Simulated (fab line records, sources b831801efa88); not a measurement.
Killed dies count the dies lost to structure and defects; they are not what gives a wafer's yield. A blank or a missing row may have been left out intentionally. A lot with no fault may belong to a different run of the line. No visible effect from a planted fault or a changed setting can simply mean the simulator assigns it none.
What tool caused it? | flow gf180mcu | 15 lots, 45 wafers sampled, at 5 steps of a route of 602

WHAT THE GAUGES READ, wafer by wafer
GF_POLY_GATE_OVL_MEAS_11.
lot  | measured     | on         | POLY_GATE_OVL (nm)
L439 | day 9 04:22  | overlay-01 | 13 11 12
L440 | day 9 14:33  | overlay-02 | 3 4 5
L441 | day 9 22:54  | overlay-02 | -2 0 -3
L442 | day 10 05:24 | overlay-02 | 7 7 0
L444 | day 10 15:21 | overlay-02 | -2 -4 -8
L446 | day 11 05:31 | overlay-01 | 7 -1 9
L447 | day 11 09:45 | overlay-01 | 5 3 3
L451 | day 12 15:05 | overlay-02 | 10 4 7
L452 | day 13 02:22 | overlay-02 | -3 16 5
L453 | day 13 08:12 | overlay-02 | 4 3 11
L458 | day 14 20:26 | overlay-01 | 0 4 1
L459 | day 15 04:55 | overlay-01 | 15 15 16
L460 | day 15 08:42 | overlay-01 | 4 9 1
L461 | day 16 01:28 | overlay-02 | 5 10 2
L462 | day 16 08:11 | overlay-01 | 6 10 6

GF_HV_LDD_TW_MEAS_11.
lot  | measured     | on           | HV_LDD_TW
L439 | day 10 00:22 | filmMetro-01 | 2418 2403 2416
L440 | day 10 10:05 | filmMetro-03 | 2416 2417 2402
L441 | day 10 18:41 | filmMetro-04 | 2417 2415 2420
L442 | day 11 02:01 | filmMetro-01 | 2436 2427 2427
L444 | day 11 12:02 | filmMetro-03 | 2409 2409 2408
L446 | day 12 02:29 | filmMetro-01 | 2420 2421 2418
L447 | day 12 06:29 | filmMetro-03 | 2427 2420 2412
L451 | day 13 13:40 | filmMetro-03 | 2421 2424 2414
L452 | day 14 00:14 | filmMetro-04 | 2436 2415 2438
L453 | day 14 08:14 | filmMetro-04 | 2419 2429 2417
L458 | day 15 20:00 | filmMetro-04 | 2430 2434 2422
L459 | day 16 06:04 | filmMetro-03 | 2417 2418 2423
L460 | day 16 08:49 | filmMetro-01 | 2414 2416 2423
L461 | day 17 01:23 | filmMetro-01 | 2431 2428 2433
L462 | day 17 10:07 | filmMetro-03 | 2389 2410 2401

GF_HV_LDD_TW_MEAS_50.
lot  | measured     | on           | HV_LDD_4_TW
L439 | day 12 10:00 | filmMetro-01 | 569 573 571
L440 | day 12 19:38 | filmMetro-03 | 574 571 570
L441 | day 13 06:05 | filmMetro-01 | 568 571 574
L442 | day 13 13:58 | filmMetro-04 | 576 574 577
L444 | day 14 00:53 | filmMetro-03 | 577 573 574
L446 | day 14 16:19 | filmMetro-03 | 574 575 576
L447 | day 14 20:22 | filmMetro-03 | 573 578 575
L451 | day 16 06:20 | filmMetro-01 | 30 30 30
L452 | day 16 18:44 | filmMetro-03 | 30 30 30
L453 | day 17 02:13 | filmMetro-01 | 30 30 30
L458 | day 18 19:10 | filmMetro-04 | 576 573 574
L459 | day 19 04:42 | filmMetro-03 | 568 572 568
L460 | day 19 07:58 | filmMetro-03 | 569 565 567
L461 | day 20 02:08 | filmMetro-03 | 568 569 570
L462 | day 20 11:06 | filmMetro-03 | 570 568 568

GF_HV_LDD_THK_MEAS_55.
lot  | measured     | on           | HV_LDD_CVD_54_THK (nm)
L439 | day 12 11:50 | filmMetro-03 | 9.99 9.89 9.79
L440 | day 12 20:57 | filmMetro-04 | 9.99 10.07 9.95
L441 | day 13 07:25 | filmMetro-04 | 10.08 10.21 10.21
L442 | day 13 15:17 | filmMetro-03 | 10.13 9.98 10.08
L444 | day 14 02:13 | filmMetro-01 | 9.83 9.82 9.99
L446 | day 14 17:38 | filmMetro-04 | 9.81 10.05 9.92
L447 | day 14 22:11 | filmMetro-01 | 10.00 10.09 10.04
L451 | day 16 07:58 | filmMetro-03 | 10.17 9.99 9.98
L452 | day 16 20:34 | filmMetro-03 | 9.92 10.05 10.06
L453 | day 17 03:32 | filmMetro-03 | 9.92 9.72 9.91
L458 | day 18 20:29 | filmMetro-03 | 9.83 9.78 9.72
L459 | day 19 06:01 | filmMetro-03 | 9.93 9.97 10.09
L460 | day 19 09:57 | filmMetro-03 | 9.88 9.94 10.01
L461 | day 20 03:27 | filmMetro-03 | 9.92 9.88 9.95
L462 | day 20 12:25 | filmMetro-03 | 10.00 9.88 9.92

TOOL THAT RAN EACH LOT (tool first, then ch and the chambers of the sampled wafers, then the start)
lot  | GF_HV_LDD_IMPLANT_48
L439 | implanter-02 ch 0, day 12 09:47
L440 | implanter-02 ch 0, day 12 19:23
L441 | implanter-02 ch 0, day 13 05:50
L442 | implanter-01 ch 0, day 13 13:43
L444 | implanter-04 ch 0, day 14 00:38
L446 | implanter-01 ch 0, day 14 16:04
L447 | implanter-04 ch 0, day 14 20:07
L451 | implanter-01, day 16 06:07
L452 | implanter-04, day 16 18:31
L453 | implanter-04, day 17 01:58
L458 | implanter-02 ch 0, day 18 18:56
L459 | implanter-02 ch 0, day 19 04:29
L460 | implanter-04 ch 0, day 19 07:43
L461 | implanter-02 ch 0, day 20 01:53
L462 | implanter-01 ch 0, day 20 10:52
- GF_HV_LDD_IMPLANT_48

WHAT THE TOOLS THEMSELVES READ (means of the sampled wafers that have a number; where no wafer has one, the mark that the record gives instead)
GF_HV_LDD_IMPLANT_48.
lot  | tool         | beamEnergyKeV | beamOnS (s) | faradayCurrentUA
L439 | implanter-02 | 25.004        | 9.94        | 170
L440 | implanter-02 | 24.996        | 9.99        | 170
L441 | implanter-02 | 25.005        | 9.95        | 170
L442 | implanter-01 | 24.994        | 9.99        | 169
L444 | implanter-04 | 25.000        | 9.96        | 170
L446 | implanter-01 | 25.000        | 10.17       | 167
L447 | implanter-04 | 24.992        | 10.05       | 169
L451 | implanter-01 | -             | -           | -
L452 | implanter-04 | -             | -           | -
L453 | implanter-04 | -             | -           | -
L458 | implanter-02 | 25.003        | 10.05       | 169
L459 | implanter-02 | 25.003        | 10.11       | 168
L460 | implanter-04 | 24.997        | 10.05       | 168
L461 | implanter-02 | 25.009        | 10.06       | 168
L462 | implanter-01 | 24.998        | 9.91        | 171

THE ANSWER, worked out from the rows above alone
Rule: the lots themselves supply what counts as usual. The widest of any qualifying gaps counts: lots, ordered by their means at a reading, are off when they make up no more than a third of the lots, leave a main group of 4 or more, and stand apart from it by 3 or more times the standard deviation of that group's means. The tables above print the reading to a certain number of digits; a main group whose means all agree to those digits is not used. A lot without any number at a reading at which 4 lots or more have one is off too. Any other lot the step has rows for is counted as sound. Order of review: gauges by route order, followed by the tools' own readings, for which a lot's mean as printed above is used. The first step at which some lot is off is used, and at that step the reading that is off furthest; a lot without a number counts as furthest.
Off: L451, L452, L453, seen at GF_HV_LDD_TW_MEAS_50 (HV_LDD_4_TW). The main group: mean 572, standard deviation 2.9.
A tool fits if, at a process step before that reading, it ran every lot that is off, and no sound lot after the first of them. The gauges at GF_HV_LDD_TW_MEAS_50 aren't tried: what is off there is off at GF_HV_LDD_IMPLANT_48 too, on other tools, and a gauge's error can't cause that. No candidate that was tried fits.

WHAT WAS PUT IN BY THE SIMULATOR
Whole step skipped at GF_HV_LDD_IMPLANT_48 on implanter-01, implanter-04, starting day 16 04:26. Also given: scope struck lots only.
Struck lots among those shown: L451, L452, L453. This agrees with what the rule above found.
